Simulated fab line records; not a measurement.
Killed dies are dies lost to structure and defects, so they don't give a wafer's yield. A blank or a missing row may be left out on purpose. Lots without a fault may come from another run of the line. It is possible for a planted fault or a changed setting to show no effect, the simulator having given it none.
Tool commonality check -- flow sky130 -- Sampled: 11 lots, 33 wafers

## REASON FOR OPENING
SKY_SD_N_TW_MEAS_12, reading SD_N_TW: flagged on 2 of 11 lots. Wafers without a fault read 3968, standard deviation 23.
Rule: a lot is flagged in two cases, either no wafer of it has a number, or all its wafers with numbers fall more than 4 standard deviations from that mean. The other lots count as sound.

lot,measured,on,"SD_N_TW, wafer by wafer",flag
L952,day 28 10:50,filmMetro-02,3981 3975 3962,
L953,day 28 13:44,filmMetro-04,3965 3951 3960,
L954,day 28 23:23,filmMetro-04,3951 3971 3954,
L955,day 29 03:38,filmMetro-03,3974 3971 3975,
L956,day 30 08:40,filmMetro-04,3929 3932 3933,
L958,day 30 13:41,filmMetro-02,3979 3967 3967,
L959,day 30 17:39,filmMetro-04,3844 3845 3848,FLAGGED
L960,day 31 19:02,filmMetro-02,3852 3862 3857,FLAGGED
L973,day 35 09:25,filmMetro-02,3970 3955 3970,
L972,day 35 10:24,filmMetro-04,3947 3981 3951,
L974,day 35 14:11,filmMetro-03,3989 3988 3965,
On average the flagged lots' numbers are 3851, which is -117 against the usual, or -5 standard deviations.

## WHICH TOOL RAN EACH LOT
Before the reading, the record contains 3 process steps out of a 708-step route. Each cell gives the tool, then ch followed by the chambers the sampled wafers passed through, then the start.
lot,flag,SKY_POLY_CUT_ETCH_10,SKY_SD_N_IMPLANT_09,SKY_SD_N_STRIP_11
L952,,"rieDiel-03 ch 1,2, day 24 19:55","implanter-03 ch 0, day 28 10:26","plasmaAsher-01 ch 0,1, day 28 10:44"
L953,,"rieDiel-03 ch 1,2,3, day 24 23:37","implanter-02 ch 0, day 28 13:20","plasmaAsher-03 ch 0,1, day 28 13:37"
L954,,"rieDiel-04 ch 0,2, day 25 08:03","implanter-02 ch 0, day 28 22:59","plasmaAsher-03 ch 0,1, day 28 23:17"
L955,,"rieDiel-04 ch 0,2, day 25 12:43","implanter-04 ch 0, day 29 03:14","plasmaAsher-01 ch 0,1, day 29 03:32"
L956,,"rieDiel-01 ch 0,2,3, day 26 18:50","implanter-02 ch 0, day 30 08:16","plasmaAsher-03 ch 0,1, day 30 08:34"
L958,,"rieDiel-01 ch 0,1,3, day 27 00:05","implanter-03 ch 0, day 30 13:17","plasmaAsher-03 ch 0,1, day 30 13:35"
L959,FLAGGED,"rieDiel-03 ch 1,2, day 27 03:36","implanter-03 ch 0, day 30 17:17","plasmaAsher-02 ch 0,1, day 30 17:34"
L960,FLAGGED,"rieDiel-04 ch 1,2, day 28 07:19","implanter-03 ch 0, day 31 18:38","plasmaAsher-02 ch 0,1, day 31 18:56"
L973,,"rieDiel-01 ch 0,3, day 32 00:29","implanter-04 ch 0, day 35 09:02","plasmaAsher-03 ch 0,1, day 35 09:19"
L972,,"rieDiel-04 ch 2,3, day 32 01:10","implanter-04 ch 0, day 35 10:02","plasmaAsher-01 ch 0,1, day 35 10:19"
L974,,"rieDiel-03 ch 0,2,3, day 32 07:19","implanter-02 ch 0, day 35 13:47","plasmaAsher-01 ch 0,1, day 35 14:04"
What the steps here do:
- SKY_POLY_CUT_ETCH_10: etches BARC in N2/H2, stops on SiO2, time 45.9 s, target depth 60 nm.
- SKY_SD_N_IMPLANT_09
- SKY_SD_N_STRIP_11: strips in O2/N2.
- SKY_SD_N_TW_MEAS_12

## FLAGGED OVER TOTAL, TOOL BY TOOL (the gauges that took the reading come last)
step,tool,lots run,flagged,share of the flagged lots,sound lots run after its first flagged lot
SKY_POLY_CUT_ETCH_10,rieDiel-01,3,0,none,-
SKY_POLY_CUT_ETCH_10,rieDiel-03,4,1,some,1 (L974)
SKY_POLY_CUT_ETCH_10,rieDiel-04,4,1,some,1 (L972)
SKY_SD_N_IMPLANT_09,implanter-02,4,0,none,-
SKY_SD_N_IMPLANT_09,implanter-03,4,2,all,0
SKY_SD_N_IMPLANT_09,implanter-04,3,0,none,-
SKY_SD_N_STRIP_11,plasmaAsher-01,4,0,none,-
SKY_SD_N_STRIP_11,plasmaAsher-02,2,2,all,0
SKY_SD_N_STRIP_11,plasmaAsher-03,5,0,none,-
SKY_SD_N_TW_MEAS_12,filmMetro-02,4,1,some,1 (L973)
SKY_SD_N_TW_MEAS_12,filmMetro-03,2,0,none,-
SKY_SD_N_TW_MEAS_12,filmMetro-04,5,1,some,1 (L972)

## WHAT IS ALLOWED BY THE TABLE
2 rows of the table ran every flagged lot: implanter-03 at SKY_SD_N_IMPLANT_09, plasmaAsher-02 at SKY_SD_N_STRIP_11.
- implanter-03 at SKY_SD_N_IMPLANT_09 ran 4 lots, 2 of them flagged. It ran its last sound lot, L958, at day 30 13:17 and its first flagged lot, L959, at day 30 17:17: a fault with its onset between the two fits. Its own readings (beamEnergyKeV) fall more than 4 standard deviations out on all wafers of the flagged lots.
- plasmaAsher-02 at SKY_SD_N_STRIP_11 ran 2 lots, 2 of them flagged. Because this sample shows no sound lot run on it before its first flagged lot, the start cannot be pinned down more closely. Its own readings (stripTimeToEndpointS) fall more than 4 standard deviations out on all wafers of the flagged lots.
A lot count leaves these 2 tools indistinguishable: every one of them fits a fault beginning at some hour. More lots, or a look at what each step does to the wafer, might.

## WHAT HAD BEEN PUT IN BY THE SIMULATOR
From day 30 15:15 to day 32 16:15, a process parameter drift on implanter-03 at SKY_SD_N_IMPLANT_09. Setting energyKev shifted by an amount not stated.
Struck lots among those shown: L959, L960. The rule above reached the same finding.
